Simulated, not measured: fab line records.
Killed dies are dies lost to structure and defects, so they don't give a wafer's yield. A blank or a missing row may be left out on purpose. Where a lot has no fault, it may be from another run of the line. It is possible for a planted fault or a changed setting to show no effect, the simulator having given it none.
Chamber matching	flow sky130	rie_diel-02 running SKY_VIA3_ETCH_15: 4 sister chambers
The step etches SiO2 in C4F8/O2/Ar, stops on TiN, target depth 507 nm, time 78 s. 8 wafers are shown with their chamber, then 10 later ones without.

## EACH WAFER AND ITS CHAMBER
wafer	chamber	oes_product_au (a.u.)
L078.6	0	0.942
L083.3	3	0.948
L083.4	1	0.938
L084.1	2	0.942
L084.4	0	0.953
L084.5	2	0.949
L088.2	3	0.944
L088.3	1	0.946

## WAFERS MISSING THEIR CHAMBER
wafer	oes_product_au (a.u.)
L088.5	0.948
L089.2	0.957
L089.4	0.948
L089.6	0.947
L091.2	0.947
L091.4	0.950
L091.6	0.948
L092.2	0.945
L092.4	0.944
L092.6	0.949

## WHICH CHAMBER EACH ONE RAN IN
wafer	from the rows above	in truth
L088.5	can't be placed: 0 or 3 or 2 or 1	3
L089.2	can't be placed: 0 or 3 or 2 or 1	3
L089.4	can't be placed: 0 or 3 or 2 or 1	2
L089.6	can't be placed: 0 or 3 or 2 or 1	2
L091.2	can't be placed: 0 or 3 or 2 or 1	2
L091.4	can't be placed: 0 or 3 or 2 or 1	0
L091.6	can't be placed: 0 or 3 or 2 or 1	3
L092.2	can't be placed: 2 or 3 or 0 or 1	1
L092.4	can't be placed: 2 or 1 or 3 or 0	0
L092.6	can't be placed: 0 or 3 or 2 or 1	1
Correctly placed: 0 of 10. Unplaceable from these rows: 10, with the true chamber sitting among the candidates in 10. Wrongly placed: 0.
How it was worked out, from the rows above alone: a wafer's distance from a chamber is the root of the sum, over the readings, of the square of ((its reading less the chamber's mean) divided by the reading's scatter). The wafer belongs to the nearest chamber; if the next one is less than 2 further off, it can't be placed. A chamber's mean is the mean of its shown wafers. The scatter is the square root of a quotient: the sum, over the shown wafers, of each reading's squared deviation from its chamber's mean, divided by wafers minus chambers.
